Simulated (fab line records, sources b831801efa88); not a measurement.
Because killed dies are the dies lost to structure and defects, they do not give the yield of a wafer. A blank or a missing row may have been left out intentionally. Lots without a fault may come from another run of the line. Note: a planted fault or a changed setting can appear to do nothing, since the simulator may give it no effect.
Problem report in the 8D (eight disciplines) form, filled by code -- flow sfq_line -- the parts of the form that need people (team, actions taken, sign-off) are left out

## 1. WHAT WENT WRONG
At SFQ_TRILAYER_A5B_DEP_PECVD_129, run_length_s averages 171.7 s over 2 wafers from 2 lots, while fault-free wafers read 161.3 s, standard deviation 0.59. That puts it +18 standard deviations away from the usual mean.
The step: deposits SiO2 from SiH4/N2O, time 133.33 s, target thk 600 nm.
First seen on wafer L855.5, day 61 20:13, on pecvd-03. Wafers with a number at this step in the record: 42, from 14 lots. The rule behind "out" and "out of limits": a value lying over 4 standard deviations away from the usual mean. Any other wafer with a number is counted as sound.

## 2. WHAT IT IS AND WHAT IT IS NOT
question,is,is not
which readings at this step,run_length_s,"heater_power_w, throttle_valve_pct"
which lots,"L855, L860","L841, L843, L845, L846, L847, L848, L849, L850, L851, L853, L859, L861"
which wafers of those lots,"L855.5, L860.5","L855.1, L855.3, L860.1, L860.4"
read on which tools,pecvd-03,"pecvd-01, pecvd-04"
when,from day 61 20:13,"up to then (32 sound wafers); but 8 sound wafers of L859, L860, L861 came after"

## 3. WHAT RULES OUT EACH SUSPECT
Counting: if a tool at a process step up to the reading ran every lot that is out, it stays a suspect. Sound lots after the first of them don't rule it out here, since some wafers of a struck lot are sound.
- pecvd-03 at SFQ_TRILAYER_A5B_DEP_PECVD_129 (deposits SiO2 from SiH4/N2O, time 133.33 s, target thk 600 nm): kept. Ran every lot that is out, first one L855 (day 61 20:13); last sound lot up to then L853 (day 61 14:13). On those wafers its own readings are out: run_length_s.
After counting, what remains is pecvd-03 at SFQ_TRILAYER_A5B_DEP_PECVD_129.

## 4. THE CAUSE (what the simulator had put in)
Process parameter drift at SFQ_TRILAYER_A5B_DEP_PECVD_129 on pecvd-03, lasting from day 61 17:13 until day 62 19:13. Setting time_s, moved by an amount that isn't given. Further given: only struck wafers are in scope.
Counting left only this tool.

## 5. THE EFFECT CHAIN, in route order
Each row: a reading where the mean over the struck wafers with a number is more than 3 standard deviations away from the usual. Only readings for which the record gives a usual standard deviation are gone through. hours: the time from each lot's start at the first step in this table that gives one to its start at this step, as a median over the lots. sigmas: the change in usual standard deviations.
hours,step,reading,usual,on struck wafers,change,sigmas
0,SFQ_TRILAYER_A5B_DEP_PECVD_129,run_length_s,161.3 s,171.7,+10.4,+18
It contains these process steps:
- SFQ_TRILAYER_A5B_DEP_PECVD_129: deposits SiO2 from SiH4/N2O, time 133.33 s, target thk 600 nm.

## 6. HOW IT WOULD HAVE BEEN CAUGHT EARLIER
3 hours passed between the start of the fault at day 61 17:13 and the first reading out of limits in this record, taken at day 61 20:13.
